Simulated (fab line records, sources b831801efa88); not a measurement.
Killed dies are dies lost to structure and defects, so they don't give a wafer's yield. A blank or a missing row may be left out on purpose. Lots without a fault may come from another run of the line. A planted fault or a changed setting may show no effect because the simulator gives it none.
A struck lot beside a sound one | flow sky130 | 15 steps out of a route of 708
Sound: wafers L784.1, L784.4, L784.5. Struck: wafers L794.1, L794.3, L794.5. The cause comes at the end.
At each step with rows: each side's tool, then ch and its chambers, then its first start. Under that, the readings that differ: sound wafers | struck wafers | difference of the means | sigmas: that difference in standard deviations of wafers without a fault.
alike: readings whose means differ by less than 2 such deviations, and words and numbers that are the same on both sides. not compared: withheld readings, readings that some wafer has no value for, bounds like >300 that may hide the same value, and numbers for which the record gives no deviation and whose values overlap.
The two part at a step that has a row with sigmas, a row that says differs or no value, or rows on one side only. Numbers that don't overlap but have no deviation are shown without sigmas and don't part them. A reading that every wafer of one side lacks parts them only if that side has two wafers or more.

SKY_SD_N_RS_MEAS_16: measures by four-point-probe.
  sound on film_metro-02, day 28 06:23; struck on film_metro-03, day 32 10:10
  alike: SD_N_RS
SKY_SD_N_RS_MEAS_17: measures by four-point-probe.
  sound on film_metro-02, day 28 06:30; struck on film_metro-03, day 32 10:17
  alike: SD_P_RS
SKY_SD_N_RS_MEAS_18: measures by four-point-probe.
  sound on film_metro-02, day 28 06:37; struck on film_metro-03, day 32 10:24
  reading               | sound             | struck            | difference | sigmas
  RES_XHIGH_RS (ohm/sq) | 331.2 331.1 331.0 | 333.2 334.1 333.3 | +2.4       | +2
then, 2 steps without rows for these wafers: SKY_SALICIDE_CLEAN_00 (cleans in HF-last, time 30 s); SKY_LI_CONTACT_HDPCVD_00 (deposits PSG, target thk 930 nm, time 155 s).
SKY_LI_CONTACT_THK_MEAS_01:
  sound on film_metro-03, day 28 06:52; struck on film_metro-02, day 32 10:38
  alike: LI_CONTACT_HDPCVD_THK
SKY_LI_CONTACT_CMP_02: polishes PSG.
  sound on cmp-02 ch 0,3, day 28 06:55; struck on cmp-02 ch 0,2,3, day 32 10:42
  alike: motor_current_A, slurry_flow_ml_min, time_to_endpoint_s
SKY_LI_CONTACT_BOW_MEAS_03:
  sound on film_metro-04, day 28 07:13; struck on film_metro-03, day 32 11:01
  alike: LI_CONTACT_BOW
then, 4 steps without rows for these wafers: SKY_LI_CONTACT_DEHYDRATE_04 (time 60 s); SKY_LI_CONTACT_HMDS_05 (prime time 60 s); SKY_LI_CONTACT_COAT_06 (resist thk 60 nm); SKY_LI_CONTACT_COAT_07 (resist thk 450 nm).
SKY_LI_CONTACT_SOFTBAKE_08: time 90 s.
  sound on litho_track-01 ch 0, day 28 21:00; struck on litho_track-03 ch 0, day 33 00:00
  reading                  | sound               | struck            | difference | sigmas
  heater_power_total_W (W) | 57.23 57.39 57.36   | 56.16 55.94 55.94 | -1.31      | -11
  plate_temp_C (C)         | 100.08 99.88 100.00 | 98.48 98.24 98.34 | -1.63      | -15
then, 1 step without rows for these wafers: SKY_LI_CONTACT_EXPOSE_09 (exposes mask LICM1, target cd 170 nm).
-- the record jumps here: 16 days lie between the struck wafers' starts before and after (it left off in module LI_CONTACT and takes up again in module PAD_OPEN, whose first step shown is number 708 of the route) --
SKY_PAD_OPEN_PROBE_99:
  sound on prober-01, day 46 06:14; struck on prober-02, day 49 04:49
  reading         | sound | struck | difference | sigmas
  killed_at_other | 0 1 0 | 2 1 2  | +1         | +2
  alike: killed_at_M0_to_M3, killed_at_M4_up, killed_at_contacts, killed_at_front_end, killed_dies, killed_open, killed_short

WHERE THEY PART
First at SKY_SD_N_RS_MEAS_18; last, within this record, at SKY_PAD_OPEN_PROBE_99.

WHY: what the simulator had put in
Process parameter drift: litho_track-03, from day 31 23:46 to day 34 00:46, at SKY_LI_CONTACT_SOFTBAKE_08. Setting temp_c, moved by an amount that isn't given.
